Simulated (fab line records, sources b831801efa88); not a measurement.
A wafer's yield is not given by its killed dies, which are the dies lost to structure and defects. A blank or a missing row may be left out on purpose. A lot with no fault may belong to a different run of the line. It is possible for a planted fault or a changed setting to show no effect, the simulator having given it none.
Check for tools in common | flow gf180mcu | 36 wafers sampled across 12 lots

== WHAT PROMPTED THE OPENING ==
At GF_VT_IMPLANT_RS_MEAS_48 the reading LVPWELL_RS is flagged on 2 of 12 lots. Fault-free wafers read 1197.1 ohm/sq, with a standard deviation of 2.5.
Rule: a lot gets a flag if all its wafers with a number sit over 4 standard deviations from that mean, or if no wafer of it has a number. The other lots count as sound.

lot  | measured     | on           | LVPWELL_RS (ohm/sq), wafer by wafer | flag
L122 | day 7 14:26  | filmMetro-02 | 1197.5 1202.3 1199.0                | 
L124 | day 7 22:53  | filmMetro-02 | 1197.6 1198.4 1200.7                | 
L126 | day 8 16:01  | filmMetro-04 | 1196.4 1197.6 1199.2                | 
L128 | day 9 03:44  | filmMetro-03 | 1195.1 1195.9 1194.4                | 
L129 | day 9 11:10  | filmMetro-04 | 1196.1 1198.9 1197.9                | 
L130 | day 9 18:23  | filmMetro-03 | 1191.8 1196.6 1195.9                | 
L132 | day 10 10:39 | filmMetro-04 | 1199.4 1195.7 1199.5                | 
L133 | day 10 16:09 | filmMetro-04 | 1196.3 1193.4 1198.2                | 
L139 | day 12 07:12 | filmMetro-04 | 1249.3 1247.2 1250.2                | FLAGGED
L140 | day 12 13:54 | filmMetro-04 | 1254.9 1252.3 1255.1                | FLAGGED
L143 | day 13 10:20 | filmMetro-02 | 1198.3 1201.9 1198.0                | 
L144 | day 13 16:29 | filmMetro-03 | 1192.5 1197.6 1193.5                | 
Average over the flagged lots: 1251.5 ohm/sq; offset from the usual +54.4 ohm/sq, equal to +22 standard deviations.

== WHICH TOOL RAN EACH LOT ==
The record holds 1 process step before the reading, out of a route of 602 steps. Cell contents, in order: the tool; ch with the chambers the sampled wafers went through; the start.
lot  | flag    | GF_LVPWELL_IMPLANT_08
L122 |         | implanter-04 ch 0, day 3 21:58
L124 |         | implanter-02 ch 0, day 4 05:50
L126 |         | implanter-01 ch 0, day 4 18:34
L128 |         | implanter-01 ch 0, day 5 05:34
L129 |         | implanter-02 ch 0, day 5 12:14
L130 |         | implanter-02 ch 0, day 5 17:08
L132 |         | implanter-02 ch 0, day 6 05:32
L133 |         | implanter-02 ch 0, day 6 11:11
L139 | FLAGGED | implanter-02 ch 0, day 7 20:17
L140 | FLAGGED | implanter-02 ch 0, day 8 01:32
L143 |         | implanter-04 ch 0, day 8 17:34
L144 |         | implanter-04 ch 0, day 8 23:14
What these steps do:
- GF_LVPWELL_IMPLANT_08
- GF_VT_IMPLANT_RS_MEAS_48: measures by four-point-probe.

== FLAGGED AGAINST TOTAL, ONE TOOL AT A TIME (gauges that did the reading follow at the end) ==
step                     | tool         | lots run | flagged | share of the flagged lots | sound lots run after its first flagged lot
GF_LVPWELL_IMPLANT_08    | implanter-01 | 2        | 0       | none                      | -
GF_LVPWELL_IMPLANT_08    | implanter-02 | 7        | 2       | all                       | 0
GF_LVPWELL_IMPLANT_08    | implanter-04 | 3        | 0       | none                      | -
GF_VT_IMPLANT_RS_MEAS_48 | filmMetro-02 | 3        | 0       | none                      | -
GF_VT_IMPLANT_RS_MEAS_48 | filmMetro-03 | 3        | 0       | none                      | -
GF_VT_IMPLANT_RS_MEAS_48 | filmMetro-04 | 6        | 2       | all                       | 0

== WHAT THE TABLE ALLOWS ==
Rows of the table that ran all the flagged lots, 2 in number: implanter-02 at GF_LVPWELL_IMPLANT_08; filmMetro-04 at GF_VT_IMPLANT_RS_MEAS_48.
- implanter-02 at GF_LVPWELL_IMPLANT_08 ran 7 lots, 2 of them flagged. It ran its last sound lot, L133, at day 6 11:11 and its first flagged lot, L139, at day 7 20:17: a fault with its onset between the two fits. Its own readings (doseIonsCm2) fall more than 4 standard deviations out on all wafers of the flagged lots.
- filmMetro-04 at GF_VT_IMPLANT_RS_MEAS_48 ran 6 lots, 2 of them flagged. It ran its last sound lot, L133, at day 10 16:09 and its first flagged lot, L139, at day 12 07:12: a fault with its onset between the two fits.
Because each of these 2 tools fits a fault that began at some hour, counting lots does not separate them. More lots, or a look at what each step does to the wafer, might.

== WHAT THE SIMULATOR HAD INSERTED ==
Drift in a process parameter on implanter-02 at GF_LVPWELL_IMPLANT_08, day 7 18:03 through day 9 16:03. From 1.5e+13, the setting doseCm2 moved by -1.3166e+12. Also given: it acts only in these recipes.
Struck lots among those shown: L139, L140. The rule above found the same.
